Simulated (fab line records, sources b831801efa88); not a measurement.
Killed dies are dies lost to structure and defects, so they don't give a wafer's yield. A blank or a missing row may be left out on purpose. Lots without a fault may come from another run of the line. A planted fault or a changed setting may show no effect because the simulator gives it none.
fab line records | flow sky130
record lots=15 wafers=42 last_day=50
route steps=708 shown POLY_GATE@228 LDD_P@263 LDD_HVN@270 PAD_OPEN@708
lots that met no fault: from a run of the same line without faults
start_h: hours from the record's first day to the start of the lot's first wafer shown | wait_h: hours since the lot's step before | " the same as in the row above | L1.1+2: a row that stands for several wafers | - no value, or no start given | * or withheld: withheld | < > ~ a bound
route shown NAME@n: a module of which the file shows steps, and the number in the route of the first | usual: mean/standard deviation of fault-free wafers | same: alike in all rows | chamber/n: place in a boat | sites: the reading at each site | _std_site: their standard deviation | _edge_site: outer sites' mean less inner sites' | radius_mm: how far each site lies from the wafer's centre | mask NAME#n: copy n | behind: the tool/chamber that last shaped the wafer | hold: why the lot was held/for how many hours/how that ended | device: the transistor (n, p or np) that didn't switch | end of line: the same wafers' tests at the end of the route | a step without rows: its recipe alone | killed: dies lost to structure and defects at the first sort, not the wafer's yield | map: a wafer's dies, x killed, . not, _ none there
set.NAME: the setting as run; set.NAME@STEP: as run at that earlier step | model.NAME: the simulator's own value behind a step, which no gauge read
steps of the route over a sample of lots; a table a step, a row a wafer
## steps
# step SKY_POLY_GATE_OVL_MEAS_14
# usual POLY_GATE_OVL=1/5.3
# columns lot.wafer tool chamber start_h wait_h POLY_GATE_OVL[nm]
L861.2 overlay-02 - 376.32 0.1 4
L861.4 " - " " 3
L861.6 " - " " 3
L862.1 overlay-02 - 386.62 0.1 7
L862.3 " - " " 3
L862.5 " - " " 4
L863.1 overlay-01 - 400.92 0.1 1
L863.5 " - " " 0
L863.6 " - " " -5
L865.3 overlay-01 - 410.53 0.1 -5
L865.5 " - " " -6
L866.4 overlay-02 - 425.88 0.1 4
L866.5 " - " " 0
L867.4 overlay-01 - 426.74 0.1 4
L867.5 " - " " 4
L874.3 overlay-01 - 491.62 0.1 -3
L874.4 " - " " 7
L874.6 " - " " 3
L875.3 overlay-01 - 496.63 0.1 -3
L875.4 " - " " 4
L875.6 " - " " 2
L878.1 overlay-02 - 527.41 0.1 3
L878.5 " - " " 4
L878.6 " - " " -2
L879.2 overlay-01 - 528.37 0.1 10
L879.3 " - " " 4
L879.5 " - " " 1
L880.4 overlay-02 - 540.98 0.1 0
L880.5 " - " " -6
L880.6 " - " " -9
L881.1 overlay-01 - 546.42 0.1 3
L881.5 " - " " 5
L881.6 " - " " 15
L882.2 overlay-01 - 555.52 0.1 -6
L882.4 " - " " 5
L882.5 " - " " 5
L883.1 overlay-01 - 561.07 0.1 4
L883.2 " - " " 5
L883.3 " - " " 4
L884.1 overlay-01 - 570.47 0.1 -4
L884.4 " - " " -3
L884.6 " - " " -5
# step SKY_LDD_P_OVL_MEAS_08
# usual LDD_P_OVL=0.2/1.5
# columns lot.wafer tool chamber start_h wait_h LDD_P_OVL[nm]
L861.2 overlay-02 - 438.18 0.1 -0.7
L861.4 " - " " -0.3
L861.6 " - " " 0.3
L862.1 overlay-02 - 449.46 0.1 -0.7
L862.3 " - " " 1.2
L862.5 " - " " -0.8
L863.1 overlay-01 - 468.01 0.1 -1.9
L863.5 " - " " -1.5
L863.6 " - " " -1.3
L865.3 overlay-01 - 474.29 0.1 -1.2
L865.5 " - " " -1.4
L866.4 overlay-02 - 493.53 0.1 -0.3
L866.5 " - " " 1.8
L867.4 overlay-01 - 493.99 0.1 -2.2
L867.5 " - " " 0.1
L874.3 overlay-02 - 555.57 0.1 0.8
L874.4 " - " " 1.2
L874.6 " - " " 1.9
L875.3 overlay-02 - 559.97 0.1 0.2
L875.4 " - " " -1.1
L875.6 " - " " -0.6
L878.1 overlay-01 - 589.21 0.1 0.1
L878.5 " - " " -1.2
L878.6 " - " " -0.4
L879.2 overlay-02 - 590.12 0.1 -1.8
L879.3 " - " " -0.3
L879.5 " - " " 0.4
L880.4 overlay-02 - 603.28 0.1 -0.7
L880.5 " - " " -0.8
L880.6 " - " " -0.5
L881.1 overlay-01 - 608.76 0.1 -2.0
L881.5 " - " " -2.7
L881.6 " - " " -0.7
L882.2 overlay-02 - 617.93 0.1 2.5
L882.4 " - " " 3.3
L882.5 " - " " 3.4
L883.1 overlay-02 - 621.91 0.1 1.7
L883.2 " - " " 0.4
L883.3 " - " " 0.9
L884.1 overlay-01 - 631.48 0.1 0.3
L884.4 " - " " 1.4
L884.6 " - " " -0.9
# step SKY_LDD_HVN_SOFTBAKE_03
# recipe temp_c=90 time_s=60 resist=NOVOLAK
# usual heater_power_total_W=56.59/0.04 run_length_s=89.2/0.34
# columns lot.wafer tool chamber start_h wait_h heater_power_total_W run_length_s
L861.2 litho_track-02 0 454.43 0.1 56.63 88.9
L861.4 " 0 " " 56.65 88.9
L861.6 " 0 " " 56.52 88.8
L862.1 litho_track-03 0 465.30 0.1 56.52 88.8
L862.3 " 0 " " 56.58 88.9
L862.5 " 0 " " 56.63 88.8
L863.1 litho_track-04 0 483.14 0.1 56.55 89.4
L863.5 " 0 " " 56.54 89.4
L863.6 " 0 " " 56.61 89.7
L865.3 litho_track-04 0 490.14 0.1 58.09 84.7
L865.5 " 0 " " 58.10 84.7
L866.4 litho_track-04 0 508.52 0.1 56.62 89.4
L866.5 " 0 " " 58.05 84.7
L867.4 litho_track-04 0 509.12 0.1 56.61 89.4
L867.5 " 0 " " 58.16 84.7
L874.3 litho_track-03 0 569.90 0.1 56.61 89.0
L874.4 " 0 " " 56.57 88.9
L874.6 " 0 " " 56.59 88.7
L875.3 litho_track-02 0 573.91 0.1 56.66 88.8
L875.4 " 0 " " 56.58 88.9
L875.6 " 0 " " 56.58 88.8
L878.1 litho_track-04 0 603.59 0.1 56.64 89.4
L878.5 " 0 " " 56.64 89.4
L878.6 " 0 " " 56.67 89.5
L879.2 litho_track-04 0 604.87 0.1 56.63 89.4
L879.3 " 0 " " 56.62 89.5
L879.5 " 0 " " 56.58 89.4
L880.4 litho_track-04 0 618.47 0.1 56.66 89.7
L880.5 " 0 " " 56.63 89.4
L880.6 " 0 " " 56.56 89.4
L881.1 litho_track-04 0 622.94 0.1 56.66 89.4
L881.5 " 0 " " 56.55 89.5
L881.6 " 0 " " 56.57 89.3
L882.2 litho_track-02 0 631.83 0.1 56.67 88.9
L882.4 " 0 " " 56.50 88.8
L882.5 " 0 " " 56.59 89.0
L883.1 litho_track-04 0 636.59 0.1 56.58 89.4
L883.2 " 0 " " 56.64 89.7
L883.3 " 0 " " 56.54 89.4
L884.1 litho_track-04 0 646.29 0.1 56.56 89.6
L884.4 " 0 " " 56.62 89.4
L884.6 " 0 " " 56.60 89.6
# step SKY_LDD_HVN_OVL_MEAS_07
# usual LDD_HVN_OVL=-0.4/1.1
# columns lot.wafer tool chamber start_h wait_h LDD_HVN_OVL[nm]
L861.2 overlay-02 - 469.16 0.1 1.2
L861.4 " - " " 0.3
L861.6 " - " " 0.9
L862.1 overlay-01 - 480.29 0.1 -0.9
L862.3 " - " " 1.6
L862.5 " - " " 1.0
L863.1 overlay-02 - 499.11 0.1 -0.5
L863.5 " - " " -0.2
L863.6 " - " " -0.6
L865.3 overlay-02 - 504.41 0.1 -0.5
L865.5 " - " " 0.1
L866.4 overlay-01 - 524.12 0.1 -1.5
L866.5 " - " " -1.1
L867.4 overlay-02 - 524.42 0.1 -0.7
L867.5 " - " " -0.3
L874.3 overlay-02 - 584.77 0.1 1.2
L874.4 " - " " 1.2
L874.6 " - " " 1.2
L875.3 overlay-01 - 588.80 0.1 0.3
L875.4 " - " " -0.1
L875.6 " - " " -0.7
L878.1 overlay-01 - 618.65 0.1 -0.2
L878.5 " - " " 0.5
L878.6 " - " " 0.9
L879.2 overlay-01 - 620.10 0.1 -0.3
L879.3 " - " " 0.0
L879.5 " - " " -0.9
L880.4 overlay-01 - 632.27 0.1 -0.1
L880.5 " - " " 0.3
L880.6 " - " " -0.7
L881.1 overlay-01 - 637.51 0.1 -2.3
L881.5 " - " " -2.3
L881.6 " - " " -1.1
L882.2 overlay-02 - 646.80 0.1 -0.1
L882.4 " - " " 0.1
L882.5 " - " " -0.8
L883.1 overlay-02 - 650.81 0.1 -0.9
L883.2 " - " " -0.3
L883.3 " - " " -0.3
L884.1 overlay-01 - 659.99 0.1 -2.2
L884.4 " - " " -0.7
L884.6 " - " " -0.8
# step SKY_PAD_OPEN_PROBE_99
# usual killed_at_M0_to_M3=45/6.9 killed_at_M4_up=3.1/1.7 killed_at_contacts=24/5.7 killed_at_front_end=15/4.6 killed_at_other=0.3/0.57 killed_dies=87/10 killed_open=48/7.4 killed_short=39/6.7
# same gross_dies=492 killed_at_back_side=0
# columns lot.wafer tool chamber start_h wait_h killed_at_M0_to_M3 killed_at_M4_up killed_at_contacts killed_at_front_end killed_at_other killed_dies killed_open killed_short
L861.2 prober-02 - 1084.46 0.1 46 4 25 14 0 89 44 45
L861.4 prober-02 - 1084.56 0.2 51 3 22 13 1 90 56 34
L861.6 prober-02 - 1084.66 0.2 48 4 24 13 0 89 56 33
L862.1 prober-01 - 1088.58 0.1 48 8 38 15 0 109 57 52
L862.3 prober-01 - 1088.68 0.2 50 7 25 18 0 100 48 52
L862.5 prober-01 - 1088.78 0.2 43 4 28 15 2 92 52 40
L863.1 prober-02 - 1100.41 0.1 34 7 29 10 0 80 39 41
L863.5 prober-02 - 1100.61 0.2 52 4 27 15 0 98 55 43
L863.6 prober-02 - 1100.66 0.2 37 4 21 10 0 72 38 34
L865.3 prober-02 - 1109.06 0.2 50 5 30 18 0 103 55 48
L865.5 prober-02 - 1109.16 0.2 40 2 24 17 0 83 40 43
L866.4 prober-01 - 1115.51 0.2 51 1 29 16 0 97 54 43
L866.5 prober-01 - 1115.56 0.2 59 2 24 18 0 103 58 45
L867.4 prober-01 - 1118.92 0.2 54 4 17 16 0 91 56 35
L867.5 prober-01 - 1118.97 0.2 54 3 16 14 0 87 43 44
L874.3 prober-01 - 1155.75 0.2 44 6 25 13 1 89 47 42
L874.4 prober-01 - 1155.80 0.2 40 1 27 26 0 94 54 40
L874.6 prober-01 - 1155.90 0.2 37 2 20 10 0 69 47 22
L875.3 prober-01 - 1159.27 0.2 41 3 24 26 1 95 48 47
L875.4 prober-01 - 1159.32 0.2 44 5 22 12 1 84 39 45
L875.6 prober-01 - 1159.42 0.2 59 2 20 17 0 98 58 40
L878.1 prober-02 - 1177.57 0.1 48 5 30 16 0 99 48 51
L878.5 prober-02 - 1177.77 0.2 51 2 27 15 1 96 56 40
L878.6 prober-02 - 1177.82 0.2 59 3 22 14 0 98 47 51
L879.2 prober-01 - 1180.57 0.1 38 4 26 22 1 91 47 44
L879.3 prober-01 - 1180.62 0.2 44 5 22 20 0 91 47 44
L879.5 prober-01 - 1180.72 0.2 46 4 25 22 0 97 54 43
L880.4 prober-02 - 1187.22 0.2 41 1 27 2 0 71 41 30
L880.5 prober-02 - 1187.27 0.2 40 2 32 14 0 88 48 40
L880.6 prober-02 - 1187.32 0.2 42 3 30 16 1 92 53 39
L881.1 prober-01 - 1192.12 0.1 55 3 22 18 0 98 54 44
L881.5 prober-01 - 1192.32 0.2 47 2 23 10 0 82 47 35
L881.6 prober-01 - 1192.37 0.2 50 2 25 10 0 87 49 38
L882.2 prober-02 - 1196.07 0.1 45 5 27 18 2 97 54 43
L882.4 prober-02 - 1196.17 0.2 45 4 22 10 0 81 45 36
L882.5 prober-02 - 1196.22 0.2 38 1 17 18 0 74 39 35
L883.1 prober-01 - 1197.57 0.1 38 4 25 16 0 83 50 33
L883.2 prober-01 - 1197.62 0.1 35 6 28 16 0 85 53 32
L883.3 prober-01 - 1197.67 0.2 53 1 23 25 0 102 50 52
L884.1 prober-02 - 1201.76 0.1 36 5 20 17 0 78 39 39
L884.4 prober-02 - 1201.91 0.2 43 0 16 12 1 72 37 35
L884.6 prober-02 - 1202.01 0.2 36 1 24 12 2 75 38 37
# killed by level:class
L861.2 CONTACT:geometric_particle:short=11 CONTACT:geometric_particle:open=9 VIA1:geometric_particle:open=8 VIA2:geometric_particle:open=8 VIA3:geometric_particle:open=7 VIA1:geometric_particle:short=6 POLY_GATE:geometric_particle:short=5 METAL1:geometric_particle:short=5
L861.4 VIA1:geometric_particle:open=14 CONTACT:geometric_particle:open=10 VIA3:geometric_particle:open=8 VIA2:geometric_particle:open=7 FIELD_ISO:geometric_particle:open=6 LI_CONTACT:geometric_particle:open=6 METAL1:geometric_particle:short=6 FIELD_ISO:geometric_particle:short=4
L861.6 VIA1:geometric_particle:open=12 VIA3:geometric_particle:open=11 CONTACT:geometric_particle:open=10 FIELD_ISO:geometric_particle:open=7 VIA3:geometric_particle:short=6 METAL2:geometric_particle:short=5 LI_CONTACT:geometric_particle:open=5 CONTACT:geometric_particle:short=5
L862.1 VIA1:geometric_particle:open=16 LI_CONTACT:geometric_particle:open=12 CONTACT:geometric_particle:open=11 METAL1:geometric_particle:short=11 VIA3:geometric_particle:open=6 CONTACT:geometric_particle:short=6 METAL4:geometric_particle:short=6 LOCAL_INTERCONNECT:geometric_particle:short=5
L862.3 CONTACT:geometric_particle:open=11 FIELD_ISO:geometric_particle:short=10 VIA1:geometric_particle:open=9 METAL1:geometric_particle:short=7 METAL2:geometric_particle:short=7 LI_CONTACT:geometric_particle:open=4 METAL4:geometric_particle:open=4 VIA1:geometric_particle:short=4
L862.5 CONTACT:geometric_particle:open=12 VIA1:geometric_particle:open=11 VIA3:geometric_particle:open=10 CONTACT:geometric_particle:short=8 METAL1:geometric_particle:short=7 FIELD_ISO:geometric_particle:open=3 LI_CONTACT:geometric_particle:open=3 FIELD_ISO:geometric_particle:short=3
L863.1 CONTACT:geometric_particle:open=11 VIA1:geometric_particle:open=8 METAL4:geometric_particle:short=7 LOCAL_INTERCONNECT:geometric_particle:short=6 METAL1:geometric_particle:short=6 LI_CONTACT:geometric_particle:open=5 METAL2:geometric_particle:short=5 VIA2:geometric_particle:open=5
L863.5 CONTACT:geometric_particle:open=11 VIA1:geometric_particle:open=10 METAL1:geometric_particle:short=8 VIA3:geometric_particle:open=8 VIA2:geometric_particle:short=6 LI_CONTACT:geometric_particle:open=6 METAL2:geometric_particle:short=6 VIA2:geometric_particle:open=6
L863.6 VIA1:geometric_particle:open=11 VIA2:geometric_particle:open=8 CONTACT:geometric_particle:short=7 METAL1:geometric_particle:short=6 LI_CONTACT:geometric_particle:open=5 SPACER:geometric_particle:short=4 CONTACT:geometric_particle:open=4 VIA3:geometric_particle:open=4
L865.3 CONTACT:geometric_particle:open=13 VIA2:geometric_particle:open=9 VIA1:geometric_particle:open=7 LI_CONTACT:geometric_particle:open=6 VIA2:geometric_particle:short=6 METAL1:geometric_particle:short=6 VIA3:geometric_particle:open=6 LOCAL_INTERCONNECT:geometric_particle:short=5
L865.5 CONTACT:geometric_particle:open=9 VIA3:geometric_particle:open=7 POLY_GATE:geometric_particle:short=6 VIA1:geometric_particle:open=6 VIA2:geometric_particle:open=6 METAL2:geometric_particle:short=6 FIELD_ISO:geometric_particle:short=5 LI_CONTACT:geometric_particle:open=5
L866.4 VIA1:geometric_particle:open=19 VIA1:geometric_particle:short=9 LI_CONTACT:geometric_particle:open=8 CONTACT:geometric_particle:short=7 POLY_GATE:geometric_particle:short=6 POLY_GATE:geometric_particle:open=6 CONTACT:geometric_particle:open=6 METAL2:geometric_particle:short=6
L866.5 CONTACT:geometric_particle:open=13 VIA1:geometric_particle:open=12 METAL2:geometric_particle:short=9 METAL1:geometric_particle:short=9 VIA3:geometric_particle:open=7 VIA1:geometric_particle:short=7 POLY_GATE:geometric_particle:open=6 LI_CONTACT:geometric_particle:open=4
L867.4 VIA2:geometric_particle:open=13 VIA3:geometric_particle:open=11 VIA1:geometric_particle:open=10 CONTACT:geometric_particle:open=7 CONTACT:geometric_particle:short=6 METAL2:geometric_particle:short=6 POLY_GATE:geometric_particle:open=4 VIA1:geometric_particle:short=4
L867.5 VIA1:geometric_particle:open=14 VIA2:geometric_particle:open=9 METAL2:geometric_particle:short=8 VIA3:geometric_particle:open=6 FIELD_ISO:geometric_particle:short=5 LOCAL_INTERCONNECT:geometric_particle:short=4 CONTACT:geometric_particle:short=4 SPACER:geometric_particle:short=3
L874.3 VIA1:geometric_particle:open=11 CONTACT:geometric_particle:open=9 LOCAL_INTERCONNECT:geometric_particle:short=7 VIA3:geometric_particle:open=7 CONTACT:geometric_particle:short=6 METAL2:geometric_particle:short=6 FIELD_ISO:geometric_particle:open=5 METAL4:geometric_particle:short=5
L874.4 CONTACT:geometric_particle:open=13 FIELD_ISO:geometric_particle:short=8 VIA1:geometric_particle:open=8 VIA2:geometric_particle:open=8 FIELD_ISO:geometric_particle:open=7 VIA1:geometric_particle:short=6 POLY_GATE:geometric_particle:short=5 LI_CONTACT:geometric_particle:open=5
L874.6 CONTACT:geometric_particle:open=10 VIA1:geometric_particle:open=10 VIA2:geometric_particle:open=7 LI_CONTACT:geometric_particle:open=5 VIA1:geometric_particle:short=5 VIA3:geometric_particle:open=5 METAL3:geometric_particle:short=3 LOCAL_INTERCONNECT:geometric_particle:short=3
L875.3 POLY_GATE:geometric_particle:short=10 VIA1:geometric_particle:open=10 FIELD_ISO:geometric_particle:open=6 METAL1:geometric_particle:short=6 LI_CONTACT:geometric_particle:open=6 CONTACT:geometric_particle:open=6 VIA2:geometric_particle:open=5 LI_CONTACT:geometric_particle:short=4
L875.4 VIA1:geometric_particle:open=11 CONTACT:geometric_particle:short=8 METAL1:geometric_particle:short=6 METAL2:geometric_particle:short=5 CONTACT:geometric_particle:open=5 VIA3:geometric_particle:open=5 LI_CONTACT:geometric_particle:open=4 VIA2:geometric_particle:short=4
L875.6 VIA1:geometric_particle:open=16 METAL2:geometric_particle:short=13 LI_CONTACT:geometric_particle:open=7 CONTACT:geometric_particle:open=7 VIA2:geometric_particle:open=6 FIELD_ISO:geometric_particle:short=5 VIA3:geometric_particle:open=5 FIELD_ISO:geometric_particle:open=4
L878.1 VIA1:geometric_particle:open=12 CONTACT:geometric_particle:open=8 LI_CONTACT:geometric_particle:open=6 LOCAL_INTERCONNECT:geometric_particle:short=6 METAL1:geometric_particle:short=6 POLY_GATE:geometric_particle:short=5 CONTACT:geometric_particle:short=5 VIA3:geometric_particle:open=5
L878.5 VIA1:geometric_particle:open=16 CONTACT:geometric_particle:open=13 LI_CONTACT:geometric_particle:open=9 METAL2:geometric_particle:short=7 VIA2:geometric_particle:open=5 VIA3:geometric_particle:open=5 FIELD_ISO:geometric_particle:open=4 POLY_GATE:geometric_particle:short=4
L878.6 VIA2:geometric_particle:open=12 METAL1:geometric_particle:short=11 CONTACT:geometric_particle:open=10 VIA1:geometric_particle:open=6 VIA3:geometric_particle:open=6 VIA3:geometric_particle:short=6 CONTACT:geometric_particle:short=5 METAL2:geometric_particle:short=5
L879.2 VIA3:geometric_particle:open=10 CONTACT:geometric_particle:open=8 VIA1:geometric_particle:open=7 CONTACT:geometric_particle:short=7 FIELD_ISO:geometric_particle:short=6 POLY_GATE:geometric_particle:open=5 FIELD_ISO:geometric_particle:open=4 POLY_GATE:geometric_particle:short=4
L879.3 VIA1:geometric_particle:open=11 CONTACT:geometric_particle:open=7 METAL1:geometric_particle:short=7 POLY_GATE:geometric_particle:short=6 POLY_GATE:geometric_particle:open=5 LOCAL_INTERCONNECT:geometric_particle:short=5 METAL2:geometric_particle:open=5 VIA3:geometric_particle:open=5
L879.5 VIA1:geometric_particle:open=15 CONTACT:geometric_particle:open=10 FIELD_ISO:geometric_particle:short=8 LI_CONTACT:geometric_particle:open=7 METAL2:geometric_particle:short=7 METAL1:geometric_particle:short=6 FIELD_ISO:geometric_particle:open=5 VIA3:geometric_particle:open=5
L880.4 LI_CONTACT:geometric_particle:open=12 CONTACT:geometric_particle:open=8 VIA2:geometric_particle:open=8 METAL2:geometric_particle:short=6 VIA1:geometric_particle:short=6 VIA1:geometric_particle:open=6 VIA3:geometric_particle:open=5 VIA3:geometric_particle:short=4
L880.5 CONTACT:geometric_particle:open=15 CONTACT:geometric_particle:short=9 VIA2:geometric_particle:open=9 VIA1:geometric_particle:open=7 LI_CONTACT:geometric_particle:open=6 METAL2:geometric_particle:short=6 POLY_GATE:geometric_particle:short=5 METAL1:geometric_particle:short=4
L880.6 VIA1:geometric_particle:open=10 CONTACT:geometric_particle:open=8 VIA2:geometric_particle:open=7 LI_CONTACT:geometric_particle:open=6 METAL2:geometric_particle:short=6 LI_CONTACT:geometric_particle:short=5 CONTACT:geometric_particle:short=5 VIA3:geometric_particle:open=5
L881.1 VIA1:geometric_particle:open=18 CONTACT:geometric_particle:open=9 VIA1:geometric_particle:short=6 VIA2:geometric_particle:open=6 POLY_GATE:geometric_particle:short=5 CONTACT:geometric_particle:short=5 VIA3:geometric_particle:open=5 FIELD_ISO:geometric_particle:open=4
L881.5 VIA1:geometric_particle:open=17 CONTACT:geometric_particle:open=11 CONTACT:geometric_particle:short=6 METAL1:geometric_particle:short=5 METAL2:geometric_particle:short=5 VIA2:geometric_particle:open=5 VIA3:geometric_particle:open=5 VIA3:geometric_particle:short=5
L881.6 VIA2:geometric_particle:open=10 VIA1:geometric_particle:open=9 CONTACT:geometric_particle:open=9 METAL2:geometric_particle:short=8 LI_CONTACT:geometric_particle:open=6 METAL1:geometric_particle:short=5 VIA1:geometric_particle:short=5 FIELD_ISO:geometric_particle:open=4
L882.2 CONTACT:geometric_particle:open=9 VIA1:geometric_particle:open=9 METAL1:geometric_particle:short=9 VIA3:geometric_particle:open=9 LI_CONTACT:geometric_particle:open=7 VIA2:geometric_particle:open=6 POLY_GATE:geometric_particle:open=5 FIELD_ISO:geometric_particle:short=5
L882.4 VIA1:geometric_particle:open=11 CONTACT:geometric_particle:open=8 CONTACT:geometric_particle:short=7 METAL2:geometric_particle:short=6 VIA2:geometric_particle:open=6 VIA3:geometric_particle:open=6 POLY_GATE:geometric_particle:open=4 VIA1:geometric_particle:short=4
L882.5 FIELD_ISO:geometric_particle:short=9 METAL2:geometric_particle:short=8 VIA3:geometric_particle:open=8 CONTACT:geometric_particle:open=7 METAL1:geometric_particle:short=6 VIA1:geometric_particle:open=6 FIELD_ISO:geometric_particle:open=5 LI_CONTACT:geometric_particle:open=3
L883.1 CONTACT:geometric_particle:open=12 VIA2:geometric_particle:open=8 VIA1:geometric_particle:open=7 VIA3:geometric_particle:open=7 METAL2:geometric_particle:short=6 LI_CONTACT:geometric_particle:open=5 FIELD_ISO:geometric_particle:short=4 FIELD_ISO:geometric_particle:open=3
L883.2 VIA1:geometric_particle:open=13 LI_CONTACT:geometric_particle:open=10 CONTACT:geometric_particle:open=7 VIA3:geometric_particle:open=7 FIELD_ISO:geometric_particle:short=5 LOCAL_INTERCONNECT:geometric_particle:short=4 CONTACT:geometric_particle:short=4 METAL2:geometric_particle:open=4
L883.3 METAL2:geometric_particle:short=10 CONTACT:geometric_particle:short=9 FIELD_ISO:geometric_particle:open=8 VIA1:geometric_particle:open=8 VIA2:geometric_particle:open=8 CONTACT:geometric_particle:open=7 POLY_GATE:geometric_particle:short=6 METAL1:geometric_particle:short=6
L884.1 VIA1:geometric_particle:open=8 METAL2:geometric_particle:short=8 LI_CONTACT:geometric_particle:open=7 CONTACT:geometric_particle:open=7 FIELD_ISO:geometric_particle:open=6 METAL1:geometric_particle:short=6 FIELD_ISO:geometric_particle:short=4 VIA1:geometric_particle:short=4
L884.4 METAL1:geometric_particle:short=7 VIA2:geometric_particle:open=7 LI_CONTACT:geometric_particle:open=6 VIA1:geometric_particle:short=6 CONTACT:geometric_particle:short=4 CONTACT:geometric_particle:open=4 METAL2:geometric_particle:short=4 VIA3:geometric_particle:short=4
L884.6 VIA1:geometric_particle:open=11 CONTACT:geometric_particle:open=8 LI_CONTACT:geometric_particle:open=7 FIELD_ISO:geometric_particle:short=4 LOCAL_INTERCONNECT:geometric_particle:short=4 METAL1:geometric_particle:short=4 VIA2:geometric_particle:open=4 METAL3:geometric_particle:short=4
## key
first_sign step=SKY_LDD_HVN_SOFTBAKE_03 reading=heater_power_total_W direction=up sigmas=37 usual=* struck=*
effect step=SKY_LDD_HVN_SOFTBAKE_03 reading=run_length_s direction=down sigmas=13 usual=* struck=*
met_at SKY_LDD_HVN_SOFTBAKE_03
struck_lots L865,L866,L867
struck_wafers L865.3,L865.5,L866.5,L867.5
tester_left_out L865,L866,L867
not_acting_at SKY_POLY_GATE_OVL_MEAS_14,SKY_LDD_P_OVL_MEAS_08,SKY_LDD_HVN_OVL_MEAS_07
onset_between 483.14 490.14
fault kind=process_parameter_drift tool=litho_track-04 chamber=- onset_h=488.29 steps=SKY_LDD_HVN_SOFTBAKE_03 channel=time_s offset=* shape=step end_h=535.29 scope=struck_wafers_only acts_in=* stated=*
# tester_left_out: of these lots the tester's yield and bins aren't shown, on N5 and GAA mostly nor the transistor test; their killed dies are dies lost to structure and defects alone, not to doping, threshold or leakage, so they don't give the yield
